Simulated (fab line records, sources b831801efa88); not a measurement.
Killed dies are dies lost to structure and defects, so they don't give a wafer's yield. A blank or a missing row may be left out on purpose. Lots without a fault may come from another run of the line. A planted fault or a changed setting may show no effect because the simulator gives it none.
Which tool did it? | flow sky130 | 12 lots, 36 wafers sampled, at 6 steps of a route of 708

WHAT THE GAUGES READ, wafer by wafer
SKY_VIA1_BOW_MEAS_03.
lot  | measured     | on            | VIA1_BOW (um)
L758 | day 34 10:22 | film_metro-04 | 86 85 103
L755 | day 34 10:33 | film_metro-04 | 103 84 90
L757 | day 34 11:01 | film_metro-04 | 84 96 86
L759 | day 34 12:07 | film_metro-01 | 78 74 82
L760 | day 34 15:17 | film_metro-01 | 90 87 75
L762 | day 35 05:24 | film_metro-02 | 98 92 91
L763 | day 35 17:13 | film_metro-02 | 71 81 75
L766 | day 36 07:49 | film_metro-04 | 71 82 75
L767 | day 37 07:10 | film_metro-01 | 85 76 85
L768 | day 38 08:02 | film_metro-04 | 93 82 84
L774 | day 39 05:24 | film_metro-04 | 82 78 85
L775 | day 39 12:49 | film_metro-01 | 75 87 89

SKY_METAL2_RS_MEAS_05: measures by four-point-probe.
lot  | measured     | on            | METAL2_ALCU_RS (ohm/sq)
L758 | day 35 14:11 | film_metro-03 | 0.1263 0.1276 0.1262
L755 | day 35 15:11 | film_metro-03 | 0.1274 0.1276 0.1267
L757 | day 35 15:20 | film_metro-04 | 0.1240 0.1274 0.1271
L759 | day 35 16:09 | film_metro-04 | 0.1283 0.1288 0.1269
L760 | day 35 19:26 | film_metro-03 | 0.1256 0.1246 0.1245
L762 | day 36 09:13 | film_metro-03 | 0.1265 0.1264 0.1272
L763 | day 36 20:52 | film_metro-03 | 0.1290 0.1269 0.1276
L766 | day 37 11:30 | film_metro-04 | 0.1270 0.1271 0.1268
L767 | day 38 10:25 | film_metro-03 | 0.1242 0.1242 0.1259
L768 | day 39 11:05 | film_metro-03 | 0.1277 0.1276 0.1272
L774 | day 40 07:55 | film_metro-01 | 0.1450 0.1441 0.1443
L775 | day 40 14:56 | film_metro-01 | 0.1449 0.1427 0.1451

SKY_METAL2_THK_MEAS_06: measures by xrf.
lot  | measured     | on            | METAL2_ALCU_THK (nm)
L758 | day 35 14:17 | film_metro-03 | 247 243 245
L755 | day 35 15:17 | film_metro-03 | 246 242 244
L757 | day 35 15:26 | film_metro-04 | 252 245 244
L759 | day 35 16:16 | film_metro-04 | 242 242 247
L760 | day 35 19:32 | film_metro-03 | 247 249 250
L762 | day 36 09:19 | film_metro-03 | 243 247 244
L763 | day 36 20:59 | film_metro-03 | 242 246 244
L766 | day 37 11:37 | film_metro-04 | 244 244 244
L767 | day 38 10:31 | film_metro-03 | 250 250 246
L768 | day 39 11:12 | film_metro-03 | 246 246 245
L774 | day 40 08:02 | film_metro-01 | 215 218 218
L775 | day 40 15:03 | film_metro-01 | 217 220 217

WHICH TOOL RAN EACH LOT (tool, then ch and the chambers of the sampled wafers, then the start)
lot  | SKY_METAL2_SPUTTER_00        | SKY_METAL2_SPUTTER_02        | SKY_METAL2_SPUTTER_03
L758 | pvd_sputter-04, day 35 14:01 | pvd_sputter-04, day 35 14:04 | pvd_sputter-04, day 35 14:05
L755 | pvd_sputter-04, day 35 15:01 | pvd_sputter-04, day 35 15:04 | pvd_sputter-04, day 35 15:05
L757 | pvd_sputter-02, day 35 15:10 | pvd_sputter-02, day 35 15:13 | pvd_sputter-02, day 35 15:14
L759 | pvd_sputter-02, day 35 16:01 | pvd_sputter-02, day 35 16:04 | pvd_sputter-02, day 35 16:05
L760 | pvd_sputter-04, day 35 19:16 | pvd_sputter-04, day 35 19:19 | pvd_sputter-04, day 35 19:20
L762 | pvd_sputter-04, day 36 09:02 | pvd_sputter-04, day 36 09:05 | pvd_sputter-04, day 36 09:06
L763 | pvd_sputter-03, day 36 20:43 | pvd_sputter-03, day 36 20:46 | pvd_sputter-03, day 36 20:47
L766 | pvd_sputter-04, day 37 11:20 | pvd_sputter-04, day 37 11:23 | pvd_sputter-04, day 37 11:25
L767 | pvd_sputter-04, day 38 10:15 | pvd_sputter-04, day 38 10:18 | pvd_sputter-04, day 38 10:20
L768 | pvd_sputter-03, day 39 10:56 | pvd_sputter-03, day 39 10:59 | pvd_sputter-03, day 39 11:01
L774 | pvd_sputter-04, day 40 07:46 | pvd_sputter-04, day 40 07:49 | pvd_sputter-04, day 40 07:50
L775 | pvd_sputter-04, day 40 14:47 | pvd_sputter-04, day 40 14:50 | pvd_sputter-04, day 40 14:51
- SKY_METAL2_SPUTTER_00: material Ti, target thk 15 nm, time 10 s.
- SKY_METAL2_SPUTTER_02: material AlCu, target thk 250 nm, time 13.3 s.
- SKY_METAL2_SPUTTER_03: material Ti, target thk 5 nm, time 3.3 s.

WHAT THE TOOLS THEMSELVES READ (means of the sampled wafers that have a number; where no wafer has one, the mark that the record gives instead)
SKY_METAL2_SPUTTER_00.
lot  | tool           | throttle_valve_pct (%)
L758 | pvd_sputter-04 | 30.7
L755 | pvd_sputter-04 | 30.5
L757 | pvd_sputter-02 | 29.9
L759 | pvd_sputter-02 | 29.6
L760 | pvd_sputter-04 | 30.5
L762 | pvd_sputter-04 | 30.7
L763 | pvd_sputter-03 | 30.6
L766 | pvd_sputter-04 | 30.4
L767 | pvd_sputter-04 | 30.4
L768 | pvd_sputter-03 | 30.7
L774 | pvd_sputter-04 | 30.2
L775 | pvd_sputter-04 | 30.3

SKY_METAL2_SPUTTER_02.
lot  | tool           | throttle_valve_pct (%)
L758 | pvd_sputter-04 | 30.7
L755 | pvd_sputter-04 | 30.6
L757 | pvd_sputter-02 | 29.8
L759 | pvd_sputter-02 | 29.8
L760 | pvd_sputter-04 | 30.6
L762 | pvd_sputter-04 | 30.9
L763 | pvd_sputter-03 | 30.6
L766 | pvd_sputter-04 | 30.3
L767 | pvd_sputter-04 | 30.6
L768 | pvd_sputter-03 | 30.6
L774 | pvd_sputter-04 | 30.3
L775 | pvd_sputter-04 | 30.3

SKY_METAL2_SPUTTER_03.
lot  | tool           | throttle_valve_pct (%)
L758 | pvd_sputter-04 | 30.7
L755 | pvd_sputter-04 | 30.4
L757 | pvd_sputter-02 | 29.9
L759 | pvd_sputter-02 | 29.7
L760 | pvd_sputter-04 | 30.5
L762 | pvd_sputter-04 | 30.9
L763 | pvd_sputter-03 | 30.4
L766 | pvd_sputter-04 | 30.3
L767 | pvd_sputter-04 | 30.6
L768 | pvd_sputter-03 | 30.6
L774 | pvd_sputter-04 | 30.4
L775 | pvd_sputter-04 | 30.4

THE ANSWER, worked out from the rows above alone
Rule: what is usual is taken from the lots themselves. Put in order of their means at a reading, lots are off if they are a third of the lots or fewer, leave a main group of 4 or more, and stand apart from it by a gap of 3 or more times the standard deviation of the main group's means; of several such gaps the widest counts. A main group whose means are all the same, to the digits that the tables above print for the reading, isn't used. A lot without any number at a reading at which 4 lots or more have one is off too. The other lots that the step has rows for count as sound. The gauges are gone through in route order, then the tools' own readings, and for those a lot's mean is taken as printed above. The first step at which some lot is off is used, and at that step the reading that is off furthest; a lot without a number counts as furthest.
Off: L774, L775, at SKY_METAL2_RS_MEAS_05 (METAL2_ALCU_RS). The main group: mean 0.1267 ohm/sq, standard deviation 0.0011.
A tool fits if, at a process step before that reading, it ran every lot that is off, and no sound lot after the first of them. The gauges at SKY_METAL2_RS_MEAS_05 are tried like those tools. Can't be told from this: 2 tools fit, pvd_sputter-04 at SKY_METAL2_SPUTTER_00 and SKY_METAL2_SPUTTER_02 and SKY_METAL2_SPUTTER_03, film_metro-01 at SKY_METAL2_RS_MEAS_05.

WHAT THE SIMULATOR HAD PUT IN
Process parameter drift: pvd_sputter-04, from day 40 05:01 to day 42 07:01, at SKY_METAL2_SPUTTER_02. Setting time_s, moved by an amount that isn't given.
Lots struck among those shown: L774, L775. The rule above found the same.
